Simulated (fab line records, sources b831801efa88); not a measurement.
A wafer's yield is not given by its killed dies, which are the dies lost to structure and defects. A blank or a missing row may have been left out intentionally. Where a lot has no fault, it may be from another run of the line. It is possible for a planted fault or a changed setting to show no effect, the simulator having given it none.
Comparing a struck lot with a sound one :: flow gf180mcu :: 14 out of 602 route steps
Sound: these wafers, L675.2, L675.3, L675.6. Struck: wafers L668.2, L668.5, L668.6. Last of all comes the cause.
At each step with rows: each side's tool, then ch and its chambers, then its first start. Under that, the readings that differ: sound wafers :: struck wafers :: difference of the means :: sigmas: that difference in standard deviations of wafers without a fault.
alike: words and numbers the same on both sides, and readings whose means are apart by under 2 such deviations; not compared: readings that were withheld, readings missing a value for some wafer, numbers with overlapping values and no deviation given by the record, and bounds like >300 which may hide the same value.
The two part at a step that has a row with sigmas, a row that says differs or no value, or rows on one side only. When numbers do not overlap yet have no deviation, they are printed without sigmas and do not part them. Lack of a reading on every wafer of one side parts them only where that side has two or more wafers.

first, 8 steps without rows for these wafers: GF_V2_DEHYDRATE_06 (time 60 s); GF_V2_HMDS_07 (prime time 60 s); GF_V2_COAT_08; GF_V2_COAT_09 (resist thk 1000 nm); GF_V2_SOFTBAKE_10 (time 60 s); GF_V2_EXPOSE_11 (exposes mask Via2, target cd 260 nm); GF_V2_PEB_12 (peb time 90 s); GF_V2_DEVELOP_13 (develop time 60 s).
GF_V2_CD_MEAS_14: target cd 260 nm.
  struck on cd_sem-01, day 23 23:41; sound on cd_sem-01, day 26 06:32
  alike: cd_nm
GF_V2_OVL_MEAS_15:
  struck on overlay-02, day 23 23:48; sound on overlay-02, day 26 06:38
  alike: V2_OVL
GF_V2_ETCH_16: etches BARC in N2/H2.
  sound on rie_diel-01 ch 1,2,3, day 26 06:40; struck on rie_diel-01 ch 0,1, day 23 23:50
  alike: drypump_motor_current_A, h2_flow_sccm, oes_product_au, throttle_valve_pct
GF_V2_ETCH_17: etches SiO2 in C4F8/O2/Ar, stops on TiN, target depth 630 nm.
  sound on rie_diel-01 ch 1,2,3; struck on rie_diel-01 ch 0,1
  alike: oes_product_au
GF_V2_STRIP_18: strips in O2/N2.
  sound on plasma_asher-03 ch 0,1, day 26 06:48; struck on plasma_asher-03 ch 0,1, day 23 23:58
  no value came back on the struck wafers for chamber_pressure_mTorr (mTorr), drypump_motor_current_A (A), heater_power_w (W), oes_product_au (a.u.); on the sound wafers chamber_pressure_mTorr (mTorr) reads 1500.8 1499.6 1498.1
  not compared: rf_hours_counter_h
then, 1 step without rows for these wafers: GF_V2_STRIP_19 (strips in post etch residue remover, time 1200 s).

== WHERE THEY PART ==
At GF_V2_STRIP_18 and nowhere else, as far as this record goes.

WHY: whatever the simulator had introduced
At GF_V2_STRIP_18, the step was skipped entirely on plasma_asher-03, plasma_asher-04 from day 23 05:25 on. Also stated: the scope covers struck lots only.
